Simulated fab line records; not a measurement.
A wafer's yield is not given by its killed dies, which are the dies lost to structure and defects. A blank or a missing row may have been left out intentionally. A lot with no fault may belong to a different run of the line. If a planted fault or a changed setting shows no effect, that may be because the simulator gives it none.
fab line records	flow sfqLine
[record] lots = 14	wafers = 42	lastDay = 92
route steps=325 shown M5@204 A5B@211 M6@264 M7@282
lots that met no fault: taken from a fault-free run of the same line
startH: hours from the record's first day to the start of the lot's first wafer shown	waitH: hours since the lot's step before	" repeats the value in the row above	L1.1+2: a row that stands for several wafers	- no value, or no start was given	* or withheld: withheld	< > ~ a bound
route shown NAME@n: a module of which the file shows steps, and the number in the route of the first	usual: mean/standard deviation of fault-free wafers	same: alike in all rows	chamber/n: place in a boat	sites: readings site by site	_std_site: the standard deviation of these	_edge_site: outer sites' mean less inner sites'	radiusMm: for every site, how far away it sits from the centre of the wafer	mask NAME#n: copy n	behind: the last tool/chamber to shape the wafer	hold: what put the lot on hold/how long, in hours/how the hold closed	device: the n, p or np transistor that did not switch	end of line: the same wafers' tests at the end of the route	for a step that has no rows: nothing shown but its recipe	killed: count of dies lost to structure and defects at first sort (not the wafer's yield)	map: a wafer's dies, marking killed ones x, the rest . and places with no die _
set.NAME: setting as actually run; set.NAME@STEP: the setting as run at that earlier step	model.NAME: the simulator's own value behind a step, which no gauge read
route steps across a sampled set of lots; one table per step, one row per wafer
services: a tool's chamber out of use, with start hour (startH, from the record's first day; less than 0 if before it), hours out, and reason
[[steps]]
[step SFQ_M5_OVL_MEAS_932]
[usual] M5_OVL = 1/5.1
lot.wafer	tool	chamber	startH	waitH	M5_OVL[nm]
L353.1	overlay-01	-	1407.87	0.1	12
L353.3	"	-	"	"	4
L353.4	"	-	"	"	-7
L354.1	overlay-02	-	1409.07	0.1	5
L354.4	"	-	"	"	6
L354.5	"	-	"	"	6
L360.1	overlay-02	-	1528.48	0.1	-4
L360.3	"	-	"	"	1
L360.6	"	-	"	"	-7
L361.2	overlay-01	-	1557.08	0.1	2
L361.3	"	-	"	"	2
L361.4	"	-	"	"	-1
L362.2	overlay-01	-	1561.88	0.1	1
L362.5	"	-	"	"	-2
L362.6	"	-	"	"	-2
L366.1	overlay-01	-	1662.99	0.1	-1
L366.2	"	-	"	"	7
L366.5	"	-	"	"	1
L367.1	overlay-02	-	1683.39	0.1	6
L367.3	"	-	"	"	2
L367.4	"	-	"	"	11
L369.1	overlay-02	-	1694.19	0.1	-10
L369.2	"	-	"	"	0
L369.6	"	-	"	"	-1
L370.1	overlay-01	-	1701.93	0.1	10
L370.2	"	-	"	"	-4
L370.6	"	-	"	"	-1
L371.1	overlay-02	-	1723.24	0.1	-4
L371.2	"	-	"	"	-7
L371.5	"	-	"	"	-1
L372.2	overlay-01	-	1736.45	0.1	2
L372.5	"	-	"	"	9
L372.6	"	-	"	"	2
L374.2	overlay-01	-	1771.45	0.1	11
L374.4	"	-	"	"	5
L374.6	"	-	"	"	10
L375.1	overlay-02	-	1782.24	0.1	-6
L375.5	"	-	"	"	-6
L375.6	"	-	"	"	2
L376.1	overlay-02	-	1787.04	0.1	-5
L376.5	"	-	"	"	3
L376.6	"	-	"	"	-2
[step SFQ_TRILAYER_A5B_METRO_MEASURE_131]
[usual] thkNm = 340/6.1
lot.wafer	tool	chamber	startH	waitH	thkNm
L353.1	filmMetro-02	-	1412.04	1.0	335
L353.3	"	-	"	"	338
L353.4	"	-	"	"	346
L354.1	filmMetro-02	-	1413.83	1.5	329
L354.4	"	-	"	"	335
L354.5	"	-	"	"	339
L360.1	filmMetro-04	-	1535.54	2.0	338
L360.3	"	-	"	"	335
L360.6	"	-	"	"	342
L361.2	filmMetro-02	-	1564.58	2.7	348
L361.3	"	-	"	"	336
L361.4	"	-	"	"	340
L362.2	filmMetro-02	-	1568.11	2.2	347
L362.5	"	-	"	"	340
L362.6	"	-	"	"	343
L366.1	filmMetro-04	-	1667.15	1.0	342
L366.2	"	-	"	"	338
L366.5	"	-	"	"	340
L367.1	filmMetro-01	-	1691.15	1.0	346
L367.3	"	-	"	"	340
L367.4	"	-	"	"	354
L369.1	filmMetro-02	-	1703.15	2.0	339
L369.2	"	-	"	"	341
L369.6	"	-	"	"	339
L370.1	filmMetro-04	-	1711.56	2.5	341
L370.2	"	-	"	"	330
L370.6	"	-	"	"	341
L371.1	filmMetro-02	-	1727.40	1.0	351
L371.2	"	-	"	"	327
L371.5	"	-	"	"	340
L372.2	filmMetro-02	-	1741.65	2.2	341
L372.5	"	-	"	"	345
L372.6	"	-	"	"	342
L374.2	filmMetro-04	-	1775.97	1.2	325
L374.4	"	-	"	"	342
L374.6	"	-	"	"	341
L375.1	filmMetro-02	-	1786.40	1.0	324
L375.5	"	-	"	"	333
L375.6	"	-	"	"	339
L376.1	filmMetro-01	-	1791.20	1.5	339
L376.5	"	-	"	"	345
L376.6	"	-	"	"	330
[step SFQ_TRILAYER_M6_STRIP_STRIP_163]
[recipe] gas = O2	powerW = 200	platenTempC = 40	overashFraction = 0.65	chemistry = O2	pressureMtorr = 47.84
[usual] drypumpMotorCurrentA = 5.7/0.46	oesProductAu = 1.000/0.0095	platenTempC = 40.01/0.12
lot.wafer	tool	chamber	startH	waitH	drypumpMotorCurrentA	oesProductAu	platenTempC	rfHoursCounterH
L353.1	rieMetal-03	0	1679.22	0.1	6.0	0.989	39.99	120
L353.3	"	1	"	"	6.4	1.014	40.13	-
L353.4	"	0	"	"	6.0	1.004	40.18	-
L354.1	rieMetal-02	0	1680.42	0.1	5.0	0.998	39.77	41
L354.4	"	1	"	"	5.4	0.996	39.84	-
L354.5	"	1	"	"	5.4	0.985	39.90	-
L360.1	rieMetal-01	0	1741.29	0.3	6.1	1.003	39.83	71
L360.3	"	0	"	"	6.1	1.006	39.84	-
L360.6	"	0	"	"	6.1	1.011	39.92	-
L361.2	rieMetal-02	0	1742.18	0.1	5.1	0.997	39.93	52
L361.3	"	1	"	"	5.4	1.001	39.92	-
L361.4	"	0	"	"	5.1	1.006	39.96	-
L362.2	rieMetal-02	0	1745.11	0.1	5.0	0.993	39.76	53
L362.5	"	0	"	"	5.0	0.998	40.00	-
L362.6	"	1	"	"	5.4	0.995	40.02	-
L366.1	rieMetal-01	0	1935.05	0.1	6.1	0.992	39.98	98
L366.2	"	1	"	"	6.0	0.999	40.21	26
L366.5	"	0	"	"	6.1	1.001	39.88	-
L367.1	rieMetal-03	0	1938.65	0.1	6.0	1.008	40.00	7
L367.3	"	0	"	"	6.0	1.018	40.03	-
L367.4	"	1	"	"	6.4	1.012	40.11	-
L369.1	rieMetal-02	0	1951.10	0.1	5.1	1.002	40.25	79
L369.2	"	1	"	"	5.4	0.983	40.05	60
L369.6	"	0	"	"	5.1	0.997	40.02	-
L370.1	rieMetal-02	1	1984.24	0.1	5.4	0.989	40.02	65
L370.2	"	0	"	"	5.1	0.996	40.07	85
L370.6	"	1	"	"	5.3	0.986	39.84	-
L371.1	rieMetal-01	0	2004.64	0.1	6.1	0.992	39.94	108
L371.2	"	1	"	"	6.0	1.001	40.02	37
L371.5	"	0	"	"	6.1	0.984	39.95	-
L372.2	rieMetal-01	0	2007.16	0.1	6.1	0.996	40.06	109
L372.5	"	1	"	"	6.0	1.001	39.95	-
L372.6	"	0	"	"	6.1	0.984	39.95	-
L374.2	rieMetal-03	0	2034.74	0.1	6.0	0.985	39.99	19
L374.4	"	0	"	"	6.0	0.999	39.99	-
L374.6	"	1	"	"	6.4	0.998	39.89	-
L375.1	rieMetal-02	0	2040.86	0.1	5.1	0.991	40.03	90
L375.5	"	0	"	"	5.1	0.981	40.05	-
L375.6	"	1	"	"	5.4	0.995	40.02	-
L376.1	rieMetal-01	0	2049.71	0.1	6.1	0.998	40.01	114
L376.5	"	1	"	"	6.0	1.004	39.95	-
L376.6	"	0	"	"	6.1	0.985	39.84	-
[step SFQ_TRILAYER_M7_DEP_SPUTTER_175]
[recipe] material = Nb	basePressurePa = 1.33e-06	chamberPressurePa = 0.1333	substrateTempC = 20	targetThkNm = 200	powerW = 2000	timeS = 133.3
[usual] throttleValvePct = 30.2/1.2
lot.wafer	tool	chamber	startH	waitH	throttleValvePct
L353.1	pvdSputter-03	-	1689.71	0.0	30.7
L353.3	"	-	"	"	30.0
L353.4	"	-	"	"	32.0
L354.1	pvdSputter-04	-	1692.12	0.0	28.4
L354.4	"	-	"	"	29.2
L354.5	"	-	"	"	29.3
L361.2	pvdSputter-03	-	1796.54	0.0	30.3
L361.3	"	-	"	"	30.6
L361.4	"	-	"	"	32.1
L360.1	pvdSputter-04	-	1797.74	0.0	32.3
L360.3	"	-	"	"	28.9
L360.6	"	-	"	"	32.3
L362.2	pvdSputter-03	-	1798.94	0.0	30.2
L362.5	"	-	"	"	30.3
L362.6	"	-	"	"	32.0
L366.1	pvdSputter-03	-	1948.24	0.0	32.0
L366.2	"	-	"	"	30.4
L366.5	"	-	"	"	28.9
L367.1	pvdSputter-04	-	1949.44	0.0	28.3
L367.3	"	-	"	"	32.5
L367.4	"	-	"	"	29.3
L369.1	pvdSputter-03	-	1960.64	0.0	29.9
L369.2	"	-	"	"	30.5
L369.6	"	-	"	"	32.1
L370.1	pvdSputter-03	-	1993.59	0.0	30.1
L370.2	"	-	"	"	28.9
L370.6	"	-	"	"	30.5
L371.1	pvdSputter-04	-	2013.06	0.0	28.7
L371.2	"	-	"	"	29.7
L371.5	"	-	"	"	28.8
L372.2	pvdSputter-05	-	2015.58	0.0	30.1
L372.5	"	-	"	"	29.9
L372.6	"	-	"	"	31.3
L374.2	pvdSputter-03	-	2043.75	0.0	32.0
L374.4	"	-	"	"	30.4
L374.6	"	-	"	"	28.9
L375.1	pvdSputter-04	-	2049.30	0.0	28.5
L375.5	"	-	"	"	28.2
L375.6	"	-	"	"	32.2
L376.1	pvdSputter-05	-	2092.29	0.0	29.7
L376.5	"	-	"	"	30.3
L376.6	"	-	"	"	29.7
[step SFQ_M7_RS_MEAS_943]
[recipe] thkMeasGauge = four-point-probe	reads = Nb_of_TRILAYER_M7_DEP_SPUTTER_175
[usual] M7_NB_RS = 0.897/0.0093
lot.wafer	tool	chamber	startH	waitH	hold	M7_NB_RS[ohm/sq]
L353.1	filmMetro-02	-	1689.80	0.0	-	0.892
L353.3	"	-	"	"	-	0.884
L353.4	"	-	"	"	-	0.902
L354.1	filmMetro-04	-	1692.21	0.0	-	0.905
L354.4	"	-	"	"	-	0.901
L354.5	"	-	"	"	-	0.906
L361.2	filmMetro-04	-	1796.65	0.1	awaitDispo/0.2h/release	0.795
L361.3	"	-	"	"	awaitDispo/0.2h/release	0.892
L361.4	"	-	"	"	awaitDispo/0.2h/release	0.894
L361.2	filmMetro-04	-	1796.93	0.3	-	0.796
L361.3	"	-	"	"	-	0.889
L361.4	"	-	"	"	-	0.895
L360.1	filmMetro-02	-	1797.83	0.0	-	0.901
L360.3	"	-	"	"	-	0.908
L360.6	"	-	"	"	-	0.910
L362.2	filmMetro-02	-	1799.05	0.1	awaitDispo/0.2h/release	0.794
L362.5	"	-	"	"	awaitDispo/0.2h/release	0.900
L362.6	"	-	"	"	awaitDispo/0.2h/release	0.901
L362.2	filmMetro-02	-	1801.12	2.1	-	0.795
L362.5	"	-	"	"	-	0.900
L362.6	"	-	"	"	-	0.901
L366.1	filmMetro-04	-	1948.33	0.0	-	0.913
L366.2	"	-	"	"	-	0.914
L366.5	"	-	"	"	-	0.915
L367.1	filmMetro-04	-	1949.53	0.0	-	0.892
L367.3	"	-	"	"	-	0.890
L367.4	"	-	"	"	-	0.885
L369.1	filmMetro-04	-	1960.73	0.0	-	0.888
L369.2	"	-	"	"	-	0.891
L369.6	"	-	"	"	-	0.894
L370.1	filmMetro-01	-	1993.68	0.0	-	0.911
L370.2	"	-	"	"	-	0.923
L370.6	"	-	"	"	-	0.922
L371.1	filmMetro-04	-	2013.15	0.0	-	0.900
L371.2	"	-	"	"	-	0.892
L371.5	"	-	"	"	-	0.901
L372.2	filmMetro-01	-	2015.69	0.1	-	0.899
L372.5	"	-	"	"	-	0.897
L372.6	"	-	"	"	-	0.895
L374.2	filmMetro-04	-	2043.86	0.1	-	0.898
L374.4	"	-	"	"	-	0.887
L374.6	"	-	"	"	-	0.888
L375.1	filmMetro-02	-	2049.39	0.0	-	0.896
L375.5	"	-	"	"	-	0.896
L375.6	"	-	"	"	-	0.891
L376.1	filmMetro-02	-	2092.38	0.0	-	0.892
L376.5	"	-	"	"	-	0.891
L376.6	"	-	"	"	-	0.889
[step SFQ_TRILAYER_M7_ETCH_METAL_ETCH_180]
[recipe] target = Nb	stopOn = SiO2	maskMaterial = PR	chemistry = Cl2/Ar	targetDepthNm = 240	icpW = 600	biasW = 80	pressureMtorr = 10	timeS = 120
[usual] biasW = 80.00/0.23	drypumpMotorCurrentA = 6.03/0.18	oesProductAu = 0.890/0.0071
lot.wafer	tool	chamber	startH	waitH	biasW	drypumpMotorCurrentA	oesProductAu	rfHoursCounterH
L353.1	rieMetal-01	1	1693.18	0.0	80.03	6.00	0.895	125
L353.3	"	1	"	"	79.99	5.99	0.899	-
L353.4	"	0	"	"	80.01	6.10	0.887	-
L354.1	rieMetal-01	0	1698.07	0.1	79.94	6.08	0.890	64
L354.4	"	0	"	"	79.99	6.13	0.893	-
L354.5	"	0	"	"	80.17	6.10	0.884	-
L360.1	rieMetal-03	0	1801.64	0.0	79.91	5.98	0.884	139
L360.3	"	1	"	"	80.09	6.38	0.883	-
L360.6	"	1	"	"	80.10	6.34	0.883	-
L361.2	rieMetal-04	0	1806.26	0.0	80.04	5.78	0.951	111
L361.3	"	1	"	"	79.79	6.01	0.891	-
L361.4	"	0	"	"	79.51	5.77	0.883	-
L362.2	rieMetal-04	1	1818.74	0.0	79.97	6.02	0.953	102
L362.5	"	1	"	"	79.94	6.01	0.893	-
L362.6	"	0	"	"	79.99	5.78	0.886	-
L366.1	rieMetal-03	1	1950.86	0.0	79.78	6.33	0.883	106
L366.2	"	0	"	"	80.41	5.98	0.882	8
L366.5	"	1	"	"	80.29	6.37	0.877	-
L367.1	rieMetal-03	0	1953.26	0.0	80.50	5.96	0.897	9
L367.3	"	1	"	"	79.64	6.36	0.886	-
L367.4	"	0	"	"	80.30	5.96	0.895	-
L369.1	rieMetal-04	1	1963.27	0.0	80.30	6.01	0.897	118
L369.2	"	0	"	"	79.98	5.76	0.891	128
L369.6	"	1	"	"	80.16	6.01	0.887	-
L370.1	rieMetal-04	1	2067.29	0.0	80.20	6.02	0.885	0
L370.2	"	0	"	"	79.88	5.79	0.881	3
L370.6	"	1	"	"	80.26	6.02	0.880	-
L371.1	rieMetal-01	0	2088.89	0.0	79.77	6.11	0.890	118
L371.2	"	1	"	"	79.83	5.99	0.894	47
L371.5	"	1	"	"	79.65	5.99	0.889	-
L372.2	rieMetal-04	0	2092.61	0.0	80.07	5.81	0.889	7
L372.5	"	0	"	"	79.92	5.83	0.890	-
L372.6	"	1	"	"	80.23	6.02	0.883	-
L374.2	rieMetal-01	1	2120.27	0.0	80.03	5.99	0.887	48
L374.4	"	0	"	"	80.01	6.12	0.898	-
L374.6	"	0	"	"	79.89	6.11	0.892	-
L375.1	rieMetal-04	1	2126.27	0.0	80.11	5.99	0.887	8
L375.5	"	0	"	"	79.90	5.75	0.892	-
L375.6	"	1	"	"	79.85	6.01	0.894	-
L376.1	rieMetal-01	1	2141.42	0.0	79.77	6.01	0.900	49
L376.5	"	0	"	"	80.03	6.10	0.894	-
L376.6	"	1	"	"	80.20	6.00	0.893	-
[[services]]
tool	chamber	startH	hours	kind
rieMetal-01	-	1418.48	0.2	repair
rieMetal-02	-	1465.53	1.3	repair
rieMetal-01	1	1492.30	3.0	repair
filmMetro-02	-	1504.03	0.6	pm
filmMetro-02	-	1554.06	0.5	pm
filmMetro-02	-	1614.39	5.8	pm
rieMetal-01	-	1617.52	2.6	repair
rieMetal-04	1	1621.07	14.7	repair
rieMetal-02	0	1644.65	6.6	repair
rieMetal-01	1	1697.43	6.2	repair
rieMetal-01	-	1702.62	10.0	pm
filmMetro-02	-	1749.03	0.3	pm
pvdSputter-03	-	1791.58	3.9	repair
filmMetro-02	-	1799.21	1.9	pm
filmMetro-02	-	1818.37	2.2	pm
filmMetro-02	-	1838.37	2.6	repair
filmMetro-02	-	1859.39	0.5	pm
rieMetal-01	-	1874.49	1.5	repair
filmMetro-02	-	1885.05	4.7	pm
filmMetro-02	-	1947.04	5.9	pm
rieMetal-01	-	1984.70	0.6	repair
filmMetro-02	-	1994.03	0.4	pm
filmMetro-02	-	2044.06	0.9	pm
filmMetro-02	-	2104.39	0.8	pm
[[key]]
[firstSign] step = SFQ_M7_RS_MEAS_943	reading = visit	direction = added
[effect] step = SFQ_M7_RS_MEAS_943	reading = M7_NB_RS	direction = down	sigmas = 11	usual = 0.897	struck = 0.794
[effect] step = SFQ_TRILAYER_M7_ETCH_METAL_ETCH_180	reading = oesProductAu	direction = up	sigmas = 8.7	usual = 0.890	struck = 0.952
metAt SFQ_TRILAYER_M7_DEP_SPUTTER_175
struckLots L361,L362
struckWafers L361.2,L362.2
notActingAt SFQ_M5_OVL_MEAS_932,SFQ_TRILAYER_A5B_METRO_MEASURE_131,SFQ_TRILAYER_M6_STRIP_STRIP_163
onsetBetween 1689.71 1796.54
[fault] kind = processParameterDrift	tool = pvdSputter-03	chamber = -	onsetH = 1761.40	steps = SFQ_TRILAYER_M7_DEP_SPUTTER_175	channel = timeS	offset = *	shape = step	endH = 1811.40	actsIn = *	stated = *	scope = struckWafersOnly
